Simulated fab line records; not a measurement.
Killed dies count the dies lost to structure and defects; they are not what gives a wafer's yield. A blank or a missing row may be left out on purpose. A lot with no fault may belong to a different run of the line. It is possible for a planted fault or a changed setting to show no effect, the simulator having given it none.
Which tool was responsible? ; flow sky130 ; 21 wafers from 7 lots sampled at 3 of the route's 708 steps

WHAT EACH GAUGE READ, for each wafer
SKY_METAL5_THK_MEAS_06: measures by xrf.
lot;measured;on;METAL5_ALCU_THK (nm)
L581;day 43 14:55;film metro-02;1128 1149 1143
L589;day 45 14:35;film metro-01;1336 1324 1339
L591;day 46 03:43;film metro-04;1136 1137 1128
L593;day 47 02:31;film metro-04;1138 1142 1140
L594;day 47 10:26;film metro-02;1135 1148 1147
L599;day 48 07:35;film metro-01;1165 1142 1164
L601;day 48 14:43;film metro-02;1152 1130 1147

EACH LOT AND THE TOOL THAT RAN IT (in order: tool; ch and the chambers of the sampled wafers; start)
lot;SKY_VIA2_SPUTTER_20;SKY_METAL5_SPUTTER_04
L581;pvd sputter-03, day 37 01:25;pvd sputter-01, day 43 14:44
L589;pvd sputter-01, day 39 11:26;pvd sputter-01, day 45 14:25
L591;pvd sputter-03, day 40 03:55;pvd sputter-03, day 46 03:32
L593;pvd sputter-01, day 41 04:55;pvd sputter-03, day 47 02:20
L594;pvd sputter-02, day 41 13:46;pvd sputter-01, day 47 10:14
L599;pvd sputter-01, day 42 14:50;pvd sputter-03, day 48 07:25
L601;pvd sputter-02, day 42 23:16;pvd sputter-01, day 48 14:32
- SKY_VIA2_SPUTTER_20: material TiN, target thk 20 nm, time 80 s.
- SKY_METAL5_SPUTTER_04: material TiN, target thk 70 nm, time 58.3 s.

THE ANSWER, worked out from the rows above alone
Rule: the usual values come from the lots themselves. Put in order of their means at a reading, lots are off if they are a third of the lots or fewer, leave a main group of 4 or more, and stand apart from it by a gap of 3 or more times the standard deviation of the main group's means; of several such gaps the widest counts. The tables above print the reading to a certain number of digits; a main group whose means all agree to those digits is not used. A lot without any number at a reading at which 4 lots or more have one is off too. All remaining lots with rows at the step are treated as sound.
Off: L589, at SKY_METAL5_THK_MEAS_06 (METAL5_ALCU_THK). Mean 1143 nm and standard deviation 7.1 in the main group.
If a tool, at a process step before that reading, ran all the lots that are off and no sound lot after the first of them, it fits. The gauges at SKY_METAL5_THK_MEAS_06 are tried like those tools. No candidate that was tried fits.

WHAT THE SIMULATOR HAD INSERTED
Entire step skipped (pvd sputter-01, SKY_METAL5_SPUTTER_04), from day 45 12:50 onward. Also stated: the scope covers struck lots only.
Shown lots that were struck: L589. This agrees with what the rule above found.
